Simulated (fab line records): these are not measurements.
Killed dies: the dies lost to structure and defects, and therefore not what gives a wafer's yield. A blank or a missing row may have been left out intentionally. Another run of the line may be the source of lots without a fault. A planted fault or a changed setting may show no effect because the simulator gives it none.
fab line records / flow gf180mcu
record: lots: 5 wafers: 15 last-day: 34
route steps=602 shown NWELL@46 LVPWELL@54 MVSD@66
lots that met no fault: taken from a fault-free run of the same line
start-h: start of the lot's first displayed wafer, in hours after the record's first day / wait-h: time in hours since the lot's previous step / " the same as in the row above / L1.1+2: a row that stands for several wafers / - value missing, or start not given / * or withheld: withheld / < > ~ a bound
route shown NAME@n: NAME is a module with steps in the file, n the number in the route of the first one / usual: mean/standard deviation taken from wafers without a fault / same: alike in all rows / chamber/n: place in a boat / sites: each site's reading / _std_site: their standard deviation / _edge_site: mean of outer sites minus mean of inner sites / radius-mm: for every site, how far away it sits from the centre of the wafer / mask NAME#n: copy n / behind: the last tool/chamber to shape the wafer / hold: why the lot was held/for how many hours/how that ended / device: the transistor (n, p or np) that didn't switch / end of line: the route-end tests of the same wafers / step lacking rows: just its recipe / killed: count of dies lost to structure and defects at first sort (not the wafer's yield) / map: the dies of a wafer, with x for killed, . for not killed, _ for no die there
set.NAME: the setting that was run; set.NAME@STEP: the one run at that earlier step / model.NAME: the simulator's own value behind a step, which no gauge read
lots at some steps of the route; a table a step, a row a wafer
services: the hour from which a tool's chamber was out of use, counted from the record's first day as start-h (under 0 if before that day), plus the number of hours and why
== steps ==
step: GF_NWELL_EXPOSE_04
recipe: mask-id: Nwell target-cd-nm: 860 na: 0.6 source-shape: conventional sigma-outer: 0.6 dose-mj: 260
step: GF_NWELL_PEB_05
recipe: temp-c: 115 time-s: withheld
step: GF_NWELL_DEVELOP_06
recipe: wall-angle-deg: 90 develop-time-s: 62.75 dev-temp-c: 23
step: GF_NWELL_OVL_MEAS_07
usual: NWELL_OVL: 0.3/1.4
lot.wafer=L311.1 tool=overlay-02 chamber=- start-h=83.78 wait-h=- NWELL_OVL[nm]=-0.3
lot.wafer=L311.5 tool=overlay-02 chamber=- start-h=83.78 wait-h=- NWELL_OVL[nm]=1.3
lot.wafer=L311.6 tool=overlay-02 chamber=- start-h=83.78 wait-h=- NWELL_OVL[nm]=1.2
lot.wafer=L314.1 tool=overlay-01 chamber=- start-h=104.20 wait-h=- NWELL_OVL[nm]=0.1
lot.wafer=L314.2 tool=overlay-01 chamber=- start-h=104.20 wait-h=- NWELL_OVL[nm]=-0.6
lot.wafer=L314.4 tool=overlay-01 chamber=- start-h=104.20 wait-h=- NWELL_OVL[nm]=-0.7
lot.wafer=L315.2 tool=overlay-02 chamber=- start-h=116.38 wait-h=- NWELL_OVL[nm]=1.1
lot.wafer=L315.4 tool=overlay-02 chamber=- start-h=116.38 wait-h=- NWELL_OVL[nm]=2.1
lot.wafer=L315.5 tool=overlay-02 chamber=- start-h=116.38 wait-h=- NWELL_OVL[nm]=2.3
lot.wafer=L324.1 tool=overlay-02 chamber=- start-h=155.42 wait-h=- NWELL_OVL[nm]=-0.9
lot.wafer=L324.2 tool=overlay-02 chamber=- start-h=155.42 wait-h=- NWELL_OVL[nm]=0.1
lot.wafer=L324.4 tool=overlay-02 chamber=- start-h=155.42 wait-h=- NWELL_OVL[nm]=-0.6
lot.wafer=L329.1 tool=overlay-02 chamber=- start-h=183.80 wait-h=- NWELL_OVL[nm]=0.8
lot.wafer=L329.4 tool=overlay-02 chamber=- start-h=183.80 wait-h=- NWELL_OVL[nm]=1.2
lot.wafer=L329.6 tool=overlay-02 chamber=- start-h=183.80 wait-h=- NWELL_OVL[nm]=1.6
step: GF_NWELL_IMPLANT_08
recipe: species: P energy-kev: 450 dose-cm2: 1.5e+13 tilt-deg: 0
step: GF_NWELL_IMPLANT_09
recipe: species: P energy-kev: 160 dose-cm2: 4e+12 tilt-deg: 0
step: GF_NWELL_STRIP_10
recipe: chemistry: O2/N2 power-w: 1400 pressure-mtorr: 1500 platen-temp-c: 250 o2-flow-sccm: 3000 n2-flow-sccm: 300 overash-fraction: 0.5
usual: drypump-motor-current-A: 5.6/0.52 heater-power-w: 326/26 oes-product-au: 0.723/0.0053 strip-time-to-endpoint-s: 36.93/0.095
lot.wafer=L311.1 tool=plasma-asher-02 chamber=1 start-h=84.11 wait-h=0.1 drypump-motor-current-A=6.1 heater-power-w=338 oes-product-au=0.723 rf-hours-counter-h=43 strip-time-to-endpoint-s=37.01
lot.wafer=L311.5 tool=plasma-asher-02 chamber=0 start-h=84.11 wait-h=0.1 drypump-motor-current-A=5.2 heater-power-w=339 oes-product-au=0.727 rf-hours-counter-h=- strip-time-to-endpoint-s=37.12
lot.wafer=L311.6 tool=plasma-asher-02 chamber=1 start-h=84.11 wait-h=0.1 drypump-motor-current-A=6.1 heater-power-w=329 oes-product-au=0.720 rf-hours-counter-h=- strip-time-to-endpoint-s=37.04
lot.wafer=L314.1 tool=plasma-asher-02 chamber=1 start-h=104.54 wait-h=0.1 drypump-motor-current-A=6.0 heater-power-w=332 oes-product-au=0.720 rf-hours-counter-h=45 strip-time-to-endpoint-s=36.87
lot.wafer=L314.2 tool=plasma-asher-02 chamber=0 start-h=104.54 wait-h=0.1 drypump-motor-current-A=5.2 heater-power-w=335 oes-product-au=0.717 rf-hours-counter-h=45 strip-time-to-endpoint-s=36.88
lot.wafer=L314.4 tool=plasma-asher-02 chamber=0 start-h=104.54 wait-h=0.1 drypump-motor-current-A=5.2 heater-power-w=343 oes-product-au=0.725 rf-hours-counter-h=- strip-time-to-endpoint-s=36.97
lot.wafer=L315.2 tool=plasma-asher-04 chamber=1 start-h=116.71 wait-h=0.1 drypump-motor-current-A=4.8 heater-power-w=291 oes-product-au=0.715 rf-hours-counter-h=49 strip-time-to-endpoint-s=37.00
lot.wafer=L315.4 tool=plasma-asher-04 chamber=1 start-h=116.71 wait-h=0.1 drypump-motor-current-A=4.8 heater-power-w=289 oes-product-au=0.724 rf-hours-counter-h=- strip-time-to-endpoint-s=36.92
lot.wafer=L315.5 tool=plasma-asher-04 chamber=1 start-h=116.71 wait-h=0.1 drypump-motor-current-A=4.8 heater-power-w=289 oes-product-au=0.724 rf-hours-counter-h=- strip-time-to-endpoint-s=36.95
lot.wafer=L324.1 tool=plasma-asher-03 chamber=1 start-h=155.76 wait-h=0.1 drypump-motor-current-A=6.2 heater-power-w=349 oes-product-au=0.724 rf-hours-counter-h=38 strip-time-to-endpoint-s=37.11
lot.wafer=L324.2 tool=plasma-asher-03 chamber=0 start-h=155.76 wait-h=0.1 drypump-motor-current-A=6.3 heater-power-w=310 oes-product-au=0.727 rf-hours-counter-h=38 strip-time-to-endpoint-s=37.00
lot.wafer=L324.4 tool=plasma-asher-03 chamber=1 start-h=155.76 wait-h=0.1 drypump-motor-current-A=6.2 heater-power-w=354 oes-product-au=0.730 rf-hours-counter-h=- strip-time-to-endpoint-s=37.01
lot.wafer=L329.1 tool=plasma-asher-02 chamber=1 start-h=184.14 wait-h=0.1 drypump-motor-current-A=6.1 heater-power-w=353 oes-product-au=0.723 rf-hours-counter-h=6 strip-time-to-endpoint-s=36.89
lot.wafer=L329.4 tool=plasma-asher-02 chamber=1 start-h=184.14 wait-h=0.1 drypump-motor-current-A=6.1 heater-power-w=357 oes-product-au=0.729 rf-hours-counter-h=- strip-time-to-endpoint-s=36.94
lot.wafer=L329.6 tool=plasma-asher-02 chamber=0 start-h=184.14 wait-h=0.1 drypump-motor-current-A=5.2 heater-power-w=367 oes-product-au=0.728 rf-hours-counter-h=- strip-time-to-endpoint-s=36.86
step: GF_NWELL_TW_MEAS_11
usual: NWELL_TW: 1569/7.9
lot.wafer=L311.1 tool=film-metro-02 chamber=- start-h=84.21 wait-h=0.1 NWELL_TW=1560
lot.wafer=L311.5 tool=film-metro-02 chamber=- start-h=84.21 wait-h=0.1 NWELL_TW=1567
lot.wafer=L311.6 tool=film-metro-02 chamber=- start-h=84.21 wait-h=0.1 NWELL_TW=1563
lot.wafer=L314.1 tool=film-metro-01 chamber=- start-h=104.64 wait-h=0.1 NWELL_TW=1563
lot.wafer=L314.2 tool=film-metro-01 chamber=- start-h=104.64 wait-h=0.1 NWELL_TW=1562
lot.wafer=L314.4 tool=film-metro-01 chamber=- start-h=104.64 wait-h=0.1 NWELL_TW=1572
lot.wafer=L315.2 tool=film-metro-04 chamber=- start-h=116.82 wait-h=0.1 NWELL_TW=1572
lot.wafer=L315.4 tool=film-metro-04 chamber=- start-h=116.82 wait-h=0.1 NWELL_TW=1570
lot.wafer=L315.5 tool=film-metro-04 chamber=- start-h=116.82 wait-h=0.1 NWELL_TW=1571
lot.wafer=L324.1 tool=film-metro-02 chamber=- start-h=155.86 wait-h=0.1 NWELL_TW=1574
lot.wafer=L324.2 tool=film-metro-02 chamber=- start-h=155.86 wait-h=0.1 NWELL_TW=1571
lot.wafer=L324.4 tool=film-metro-02 chamber=- start-h=155.86 wait-h=0.1 NWELL_TW=1567
lot.wafer=L329.1 tool=film-metro-02 chamber=- start-h=184.24 wait-h=0.1 NWELL_TW=1581
lot.wafer=L329.4 tool=film-metro-02 chamber=- start-h=184.24 wait-h=0.1 NWELL_TW=1584
lot.wafer=L329.6 tool=film-metro-02 chamber=- start-h=184.24 wait-h=0.1 NWELL_TW=1577
step: GF_LVPWELL_DEHYDRATE_00
recipe: temp-c: 200 time-s: 60
step: GF_LVPWELL_HMDS_01
recipe: prime-time-s: 60 prime-temp-c: 120
step: GF_LVPWELL_COAT_02
recipe: spin-rpm: 2000 resist-thk-nm: 3000
step: GF_LVPWELL_SOFTBAKE_03
recipe: temp-c: 110 time-s: withheld
step: GF_LVPWELL_EXPOSE_04
recipe: mask-id: LVPWELL target-cd-nm: 600 na: 0.6 source-shape: conventional sigma-outer: 0.6 dose-mj: 260
lot.wafer=L311.1+5+6 tool=iline-stepper-02 chamber=0 start-h=90.65 wait-h=- mask=LVPWELL#0
lot.wafer=L314.1+2+4 tool=iline-stepper-01 chamber=0 start-h=111.85 wait-h=- mask=DNWELL#0
lot.wafer=L315.2+4+5 tool=iline-stepper-02 chamber=0 start-h=124.72 wait-h=- mask=LVPWELL#0
lot.wafer=L324.1+2+4 tool=iline-stepper-01 chamber=0 start-h=163.38 wait-h=- mask=LVPWELL#0
lot.wafer=L329.1+4+6 tool=iline-stepper-02 chamber=0 start-h=192.37 wait-h=- mask=LVPWELL#0
step: GF_LVPWELL_PEB_05
recipe: temp-c: 115 time-s: withheld
step: GF_LVPWELL_DEVELOP_06
recipe: wall-angle-deg: 90 develop-time-s: 60 dev-temp-c: 23
step: GF_LVPWELL_OVL_MEAS_07
usual: LVPWELL_OVL: 0.5/1.1
lot.wafer=L311.1 tool=overlay-01 chamber=- start-h=96.83 wait-h=- LVPWELL_OVL[nm]=2.6
lot.wafer=L311.5 tool=overlay-01 chamber=- start-h=96.83 wait-h=- LVPWELL_OVL[nm]=1.0
lot.wafer=L311.6 tool=overlay-01 chamber=- start-h=96.83 wait-h=- LVPWELL_OVL[nm]=0.9
lot.wafer=L314.1 tool=overlay-01 chamber=- start-h=118.88 wait-h=- LVPWELL_OVL[nm]=-
lot.wafer=L314.2 tool=overlay-01 chamber=- start-h=118.88 wait-h=- LVPWELL_OVL[nm]=-
lot.wafer=L314.4 tool=overlay-01 chamber=- start-h=118.88 wait-h=- LVPWELL_OVL[nm]=-
lot.wafer=L315.2 tool=overlay-01 chamber=- start-h=130.98 wait-h=- LVPWELL_OVL[nm]=-1.4
lot.wafer=L315.4 tool=overlay-01 chamber=- start-h=130.98 wait-h=- LVPWELL_OVL[nm]=0.3
lot.wafer=L315.5 tool=overlay-01 chamber=- start-h=130.98 wait-h=- LVPWELL_OVL[nm]=0.1
lot.wafer=L324.1 tool=overlay-02 chamber=- start-h=171.45 wait-h=- LVPWELL_OVL[nm]=0.1
lot.wafer=L324.2 tool=overlay-02 chamber=- start-h=171.45 wait-h=- LVPWELL_OVL[nm]=-0.1
lot.wafer=L324.4 tool=overlay-02 chamber=- start-h=171.45 wait-h=- LVPWELL_OVL[nm]=-0.3
lot.wafer=L329.1 tool=overlay-02 chamber=- start-h=200.67 wait-h=- LVPWELL_OVL[nm]=-0.9
lot.wafer=L329.4 tool=overlay-02 chamber=- start-h=200.67 wait-h=- LVPWELL_OVL[nm]=0.7
lot.wafer=L329.6 tool=overlay-02 chamber=- start-h=200.67 wait-h=- LVPWELL_OVL[nm]=0.8
step: GF_LVPWELL_IMPLANT_08
recipe: species: B energy-kev: 170 dose-cm2: 1.5e+13 tilt-deg: 0
step: GF_LVPWELL_IMPLANT_09
recipe: species: B energy-kev: 60 dose-cm2: 5e+12 tilt-deg: 0
step: GF_LVPWELL_STRIP_10
recipe: chemistry: O2/N2 power-w: 1400 pressure-mtorr: 1500 platen-temp-c: 250 o2-flow-sccm: 3000 n2-flow-sccm: 300 overash-fraction: 0.5
usual: drypump-motor-current-A: 5.7/0.53 heater-power-w: 351/31 oes-product-au: 0.722/0.0046 strip-time-to-endpoint-s: 37.01/0.11
lot.wafer=L311.1 tool=plasma-asher-01 chamber=1 start-h=97.17 wait-h=0.1 drypump-motor-current-A=5.6 heater-power-w=363 oes-product-au=0.728 rf-hours-counter-h=39 strip-time-to-endpoint-s=37.05
lot.wafer=L311.5 tool=plasma-asher-01 chamber=1 start-h=97.17 wait-h=0.1 drypump-motor-current-A=5.6 heater-power-w=374 oes-product-au=0.720 rf-hours-counter-h=- strip-time-to-endpoint-s=37.07
lot.wafer=L311.6 tool=plasma-asher-01 chamber=0 start-h=97.17 wait-h=0.1 drypump-motor-current-A=6.5 heater-power-w=384 oes-product-au=0.727 rf-hours-counter-h=- strip-time-to-endpoint-s=37.16
lot.wafer=L314.1 tool=plasma-asher-04 chamber=1 start-h=119.21 wait-h=0.1 drypump-motor-current-A=4.8 heater-power-w=284 oes-product-au=0.716 rf-hours-counter-h=49 strip-time-to-endpoint-s=36.82
lot.wafer=L314.2 tool=plasma-asher-04 chamber=0 start-h=119.21 wait-h=0.1 drypump-motor-current-A=5.7 heater-power-w=316 oes-product-au=0.726 rf-hours-counter-h=49 strip-time-to-endpoint-s=36.86
lot.wafer=L314.4 tool=plasma-asher-04 chamber=1 start-h=119.21 wait-h=0.1 drypump-motor-current-A=4.8 heater-power-w=294 oes-product-au=0.721 rf-hours-counter-h=- strip-time-to-endpoint-s=36.91
lot.wafer=L315.2 tool=plasma-asher-04 chamber=0 start-h=131.31 wait-h=0.1 drypump-motor-current-A=5.7 heater-power-w=312 oes-product-au=0.723 rf-hours-counter-h=51 strip-time-to-endpoint-s=36.86
lot.wafer=L315.4 tool=plasma-asher-04 chamber=1 start-h=131.31 wait-h=0.1 drypump-motor-current-A=4.8 heater-power-w=285 oes-product-au=0.719 rf-hours-counter-h=- strip-time-to-endpoint-s=36.93
lot.wafer=L315.5 tool=plasma-asher-04 chamber=1 start-h=131.31 wait-h=0.1 drypump-motor-current-A=4.8 heater-power-w=287 oes-product-au=0.727 rf-hours-counter-h=- strip-time-to-endpoint-s=36.93
lot.wafer=L324.1 tool=plasma-asher-02 chamber=0 start-h=171.79 wait-h=0.1 drypump-motor-current-A=5.2 heater-power-w=363 oes-product-au=0.721 rf-hours-counter-h=5 strip-time-to-endpoint-s=37.05
lot.wafer=L324.2 tool=plasma-asher-02 chamber=1 start-h=171.79 wait-h=0.1 drypump-motor-current-A=6.1 heater-power-w=361 oes-product-au=0.717 rf-hours-counter-h=5 strip-time-to-endpoint-s=37.00
lot.wafer=L324.4 tool=plasma-asher-02 chamber=0 start-h=171.79 wait-h=0.1 drypump-motor-current-A=5.2 heater-power-w=363 oes-product-au=0.727 rf-hours-counter-h=- strip-time-to-endpoint-s=37.01
lot.wafer=L329.1 tool=plasma-asher-02 chamber=0 start-h=201.01 wait-h=0.1 drypump-motor-current-A=5.2 heater-power-w=365 oes-product-au=0.720 rf-hours-counter-h=8 strip-time-to-endpoint-s=36.79
lot.wafer=L329.4 tool=plasma-asher-02 chamber=0 start-h=201.01 wait-h=0.1 drypump-motor-current-A=5.2 heater-power-w=374 oes-product-au=0.722 rf-hours-counter-h=- strip-time-to-endpoint-s=36.86
lot.wafer=L329.6 tool=plasma-asher-02 chamber=0 start-h=201.01 wait-h=0.1 drypump-motor-current-A=5.2 heater-power-w=365 oes-product-au=0.724 rf-hours-counter-h=- strip-time-to-endpoint-s=36.82
step: GF_LVPWELL_TW_MEAS_11
usual: LVPWELL_TW: 558/3.2
lot.wafer=L311.1 tool=film-metro-01 chamber=- start-h=97.27 wait-h=0.1 LVPWELL_TW=556
lot.wafer=L311.5 tool=film-metro-01 chamber=- start-h=97.27 wait-h=0.1 LVPWELL_TW=551
lot.wafer=L311.6 tool=film-metro-01 chamber=- start-h=97.27 wait-h=0.1 LVPWELL_TW=557
lot.wafer=L314.1 tool=film-metro-02 chamber=- start-h=119.31 wait-h=0.1 LVPWELL_TW=30
lot.wafer=L314.2 tool=film-metro-02 chamber=- start-h=119.31 wait-h=0.1 LVPWELL_TW=30
lot.wafer=L314.4 tool=film-metro-02 chamber=- start-h=119.31 wait-h=0.1 LVPWELL_TW=30
lot.wafer=L315.2 tool=film-metro-01 chamber=- start-h=131.42 wait-h=0.1 LVPWELL_TW=560
lot.wafer=L315.4 tool=film-metro-01 chamber=- start-h=131.42 wait-h=0.1 LVPWELL_TW=560
lot.wafer=L315.5 tool=film-metro-01 chamber=- start-h=131.42 wait-h=0.1 LVPWELL_TW=559
lot.wafer=L324.1 tool=film-metro-04 chamber=- start-h=171.89 wait-h=0.1 LVPWELL_TW=562
lot.wafer=L324.2 tool=film-metro-04 chamber=- start-h=171.89 wait-h=0.1 LVPWELL_TW=560
lot.wafer=L324.4 tool=film-metro-04 chamber=- start-h=171.89 wait-h=0.1 LVPWELL_TW=562
lot.wafer=L329.1 tool=film-metro-04 chamber=- start-h=201.11 wait-h=0.1 LVPWELL_TW=563
lot.wafer=L329.4 tool=film-metro-04 chamber=- start-h=201.11 wait-h=0.1 LVPWELL_TW=558
lot.wafer=L329.6 tool=film-metro-04 chamber=- start-h=201.11 wait-h=0.1 LVPWELL_TW=562
step: GF_MVSD_DEHYDRATE_00
recipe: temp-c: 200 time-s: 60
== services ==
tool=plasma-asher-03 chamber=- start-h=73.25 hours=14.6 kind=pm
tool=iline-stepper-01 chamber=- start-h=81.64 hours=2.1 kind=pm
tool=iline-stepper-01 chamber=- start-h=83.72 hours=- kind=consumable-replace:lamp
tool=iline-stepper-01 chamber=- start-h=87.75 hours=22.5 kind=repair
tool=plasma-asher-04 chamber=- start-h=103.48 hours=4.2 kind=repair
tool=plasma-asher-02 chamber=- start-h=108.75 hours=9.0 kind=pm
tool=plasma-asher-02 chamber=0 start-h=108.75 hours=9.0 kind=vent-cycle
tool=plasma-asher-02 chamber=1 start-h=108.75 hours=9.0 kind=vent-cycle
tool=iline-stepper-02 chamber=- start-h=110.32 hours=1.7 kind=pm
tool=plasma-asher-03 chamber=- start-h=110.46 hours=1.0 kind=repair
tool=plasma-asher-02 chamber=0 start-h=117.75 hours=- kind=clean
tool=plasma-asher-02 chamber=1 start-h=117.75 hours=- kind=clean
tool=iline-stepper-01 chamber=- start-h=132.49 hours=4.4 kind=pm
tool=iline-stepper-01 chamber=- start-h=170.93 hours=1.7 kind=pm
tool=plasma-asher-01 chamber=- start-h=181.17 hours=1.0 kind=repair
== key ==
first-sign: step: GF_LVPWELL_EXPOSE_04 reading: mask direction: changed
effect: step: GF_LVPWELL_OVL_MEAS_07 reading: LVPWELL_OVL direction: missing
effect: step: GF_LVPWELL_TW_MEAS_11 reading: LVPWELL_TW direction: down sigmas: 99+ usual: 558 struck: 30
met-at GF_LVPWELL_EXPOSE_04
struck-wafers L314.1,L314.2,L314.4
sort-left-out L314.1,L314.2,L314.4
tester-left-out L314
fault: kind: wrong-mask tool: any chamber: - onset-h: 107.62 steps: GF_LVPWELL_EXPOSE_04 aux-copy: DNWELL#0 scope: struck-lots-only
tester-left-out: of these lots the tester's yield and bins aren't shown, on N5 and GAA mostly nor the transistor test; their killed dies are dies lost to structure and defects alone, not to doping, threshold or leakage, so they don't give the yield
sort-left-out: the simulated sort isn't trusted on such a fault, so these wafers' sort isn't shown, and their yield isn't known
